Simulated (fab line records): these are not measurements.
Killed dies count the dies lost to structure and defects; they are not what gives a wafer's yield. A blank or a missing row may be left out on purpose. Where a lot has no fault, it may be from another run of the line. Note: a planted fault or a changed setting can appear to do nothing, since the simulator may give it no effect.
Which tool was responsible?	flow sky130	6 lots, 18 wafers sampled, at 2 steps of a route of 708

WHAT THE GAUGES READ, wafer by wafer
SKY_VT_ADJUST_LVTN_TW_MEAS_21.
lot	measured	on	VT_ADJUST_LVTN_2_TW
L423	day 8 00:33	film_metro-01	189.4 189.2 189.5
L425	day 8 08:06	film_metro-01	189.7 188.5 189.9
L432	day 10 10:48	film_metro-03	188.1 187.9 188.5
L434	day 10 21:06	film_metro-04	190.0 189.9 191.7
L436	day 11 21:00	film_metro-03	188.4 187.9 188.1
L444	day 13 18:08	film_metro-03	187.7 185.9 186.8

TOOL THAT RAN EACH LOT (tool first, then ch and the chambers of the sampled wafers, then the start)
lot	SKY_VT_ADJUST_LVTN_IMPLANT_19
L423	implanter-02 ch 0, day 8 00:18
L425	implanter-01 ch 0, day 8 07:51
L432	implanter-04 ch 0, day 10 10:33
L434	implanter-02 ch 0, day 10 20:53
L436	implanter-04 ch 0, day 11 20:46
L444	implanter-02 ch 0, day 13 17:54
- SKY_VT_ADJUST_LVTN_IMPLANT_19

THE ANSWER, worked out from the rows above alone
Rule: what is usual is taken from the lots themselves. The widest of any qualifying gaps counts: lots, ordered by their means at a reading, are off when they make up no more than a third of the lots, leave a main group of 4 or more, and stand apart from it by 3 or more times the standard deviation of that group's means. Not used: any main group whose means are identical at the precision the tables above print for the reading. A lot without any number at a reading at which 4 lots or more have one is off too. The other lots that the step has rows for count as sound.
No lot is off on any of the readings shown, so nothing can be concluded from this.

WHAT THE SIMULATOR HAD PUT IN
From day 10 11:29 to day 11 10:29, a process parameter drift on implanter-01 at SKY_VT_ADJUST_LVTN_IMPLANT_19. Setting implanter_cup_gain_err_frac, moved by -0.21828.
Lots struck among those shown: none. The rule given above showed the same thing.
